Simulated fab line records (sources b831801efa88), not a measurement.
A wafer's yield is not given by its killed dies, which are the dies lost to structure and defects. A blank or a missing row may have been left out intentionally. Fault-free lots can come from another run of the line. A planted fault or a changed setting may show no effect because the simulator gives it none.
Which tool did it? -- flow gf180mcu -- 12 lots (36 wafers sampled), 1 step of a 602-step route

WHAT THE GAUGES READ, wafer by wafer
GF_V5_OVL_MEAS_15. Usual: V5_OVL gives -3 nm (standard deviation 4.5).
lot,measured,on,V5_OVL (nm),flag
L841,day 27 06:26,overlay-01,-9 0 -8,
L844,day 28 02:59,overlay-02,0 2 -3,
L845,day 28 11:54,overlay-01,-8 -4 -7,
L849,day 29 17:35,overlay-02,-6 -11 -4,
L850,day 30 05:24,overlay-01,-7 1 -2,
L852,day 30 13:42,overlay-01,-4 -3 0,
L853,day 30 22:53,overlay-02,0 -10 -6,
L854,day 31 01:11,overlay-01,0 -2 -3,
L855,day 31 09:58,overlay-02,-1 1 -6,
L856,day 31 15:35,overlay-02,-4 -9 -5,
L861,day 32 23:31,overlay-02,4 -2 -1,
L864,day 33 16:41,overlay-02,6 1 2,

TOOL THAT RAN EACH LOT (tool first, then ch and the chambers of the sampled wafers, then the start)
The record holds no process step before these readings.

WHAT THE TOOLS THEMSELVES READ (means of the sampled wafers that have a number; where no wafer has one, the mark that the record gives instead)
The record holds no such reading with a usual standard deviation.

THE ANSWER, worked out from the rows above alone
Rule: a lot counts as off when the mean over its wafers that have a number is more than 3 standard deviations away from the usual mean. A lot without any number at a reading at which 4 lots or more have one is off too. All remaining lots with rows at the step are treated as sound. After the gauges, taken in route order, come the tools' own readings; for these a lot's mean is taken, as printed above. The first step at which some lot is off is used, and at that step the reading that is off furthest; a lot without a number counts as furthest.
Across all readings shown, no lot is off: no conclusion can be drawn from this.

WHAT THE SIMULATOR HAD INSERTED
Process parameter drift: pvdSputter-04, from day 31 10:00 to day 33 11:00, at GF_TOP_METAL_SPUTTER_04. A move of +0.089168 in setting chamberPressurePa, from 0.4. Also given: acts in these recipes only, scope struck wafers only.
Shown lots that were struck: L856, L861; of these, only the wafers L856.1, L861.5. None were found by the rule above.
